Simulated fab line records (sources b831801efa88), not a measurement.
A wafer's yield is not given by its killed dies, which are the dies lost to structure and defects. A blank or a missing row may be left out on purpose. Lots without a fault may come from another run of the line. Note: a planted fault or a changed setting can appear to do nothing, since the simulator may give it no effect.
2 desks, one fault || flow sky130 || numbers are kept per desk, each desk with only its own; the story behind them comes last

## DESK OF THE TOOL OWNER: iline-stepper-02
The tool's own readings at SKY_LDD_HVN_EXPOSE_04 (exposes mask HVNTM, target cd 700 nm): means of the sampled wafers that have a number, for each lot that ran on this tool. Marked OUT: a lot whose mean sits more than 4 standard deviations from the usual mean, which makes it out of limits; the brackets give that distance.
Columns: A = stage-vel-mm-s at SKY_LDD_HVN_EXPOSE_04, usual 500.00 mm/s
{"lot": "L920", "first seen here": "day 20 21:24", "A": 499.85}
{"lot": "L922", "first seen here": "day 21 08:59", "A": 500.18}
{"lot": "L921", "first seen here": "day 21 10:33", "A": 499.84}
{"lot": "L929", "first seen here": "day 24 01:46", "A": 500.10}
{"lot": "L930", "first seen here": "day 24 06:32", "A": 499.75}
{"lot": "L931", "first seen here": "day 24 16:26", "A": 499.93}
{"lot": "L932", "first seen here": "day 24 19:52", "A": 500.10}
{"lot": "L934", "first seen here": "day 25 09:52", "A": 500.05}
Finding of this desk: none of the 8 lots has anything out of limits.

## FROM THE METROLOGY DESK
What the gauges read, lot by lot, whatever tool the lot ran on: means of the sampled wafers that have a number. Marked OUT: a lot whose mean sits more than 4 standard deviations from the usual mean, which makes it out of limits; the brackets give that distance.
Columns: A = POLY_GATE_CVD_03_THK at SKY_POLY_GATE_THK_MEAS_04, usual 75.4 nm; B = LDD_HVN_OVL at SKY_LDD_HVN_OVL_MEAS_07, usual -1.0 nm; C = LDD_LDN_OVL at SKY_LDD_LDN_OVL_MEAS_07, usual 0.8 nm
{"lot": "L918", "first seen here": "day 15 14:41", "A": 74.3, "B": -2.9, "C": 0.8}
{"lot": "L920", "first seen here": "day 16 08:14", "A": 74.5, "B": -2.9, "C": 1.0}
{"lot": "L922", "first seen here": "day 16 17:43", "A": 74.1, "B": -1.3, "C": 0.5}
{"lot": "L921", "first seen here": "day 16 19:04", "A": 75.5, "B": -0.2, "C": 0.2}
{"lot": "L927", "first seen here": "day 18 12:52", "A": 75.6, "B": -0.5, "C": 1.9}
{"lot": "L929", "first seen here": "day 19 09:52", "A": 75.3, "B": -1.3, "C": -1.1}
{"lot": "L930", "first seen here": "day 19 16:14", "A": 75.9, "B": 1.1, "C": 1.0}
{"lot": "L931", "first seen here": "day 20 03:32", "A": 75.9, "B": "55.3 (+43) OUT", "C": 1.1}
{"lot": "L932", "first seen here": "day 20 06:49", "A": 74.5, "B": "55.3 (+43) OUT", "C": -0.9}
{"lot": "L934", "first seen here": "day 20 20:52", "A": 75.5, "B": "55.2 (+43) OUT", "C": 0.3}
{"lot": "L939", "first seen here": "day 22 19:09", "A": 75.7, "B": 0.0, "C": 1.0}
{"lot": "L940", "first seen here": "day 22 21:25", "A": 76.2, "B": -1.7, "C": 0.1}
This desk reports L931, L932, L934 out of limits; the earliest was L931 at day 25 07:02 (LDD_HVN_OVL at SKY_LDD_HVN_OVL_MEAS_07). Within limits: L918, L920, L922, L921, L927, L929, L930, L939, L940.

## TAKEN TOGETHER
L931, L932, L934 would have let the metrology desk raise an alarm at day 25 07:02.
The desk of the tool owner found nothing out of limits.
The tool owner's desk has L931, L932, L934 on record, within its limits.
Every lot named ran SKY_LDD_HVN_EXPOSE_04 on iline-stepper-02.

## WHAT THE SIMULATOR PUT IN
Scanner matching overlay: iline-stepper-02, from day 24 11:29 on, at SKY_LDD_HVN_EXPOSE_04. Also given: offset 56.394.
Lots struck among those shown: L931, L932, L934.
Delay in hours, fault start to first out-of-limits reading, per desk: metrology desk 20.
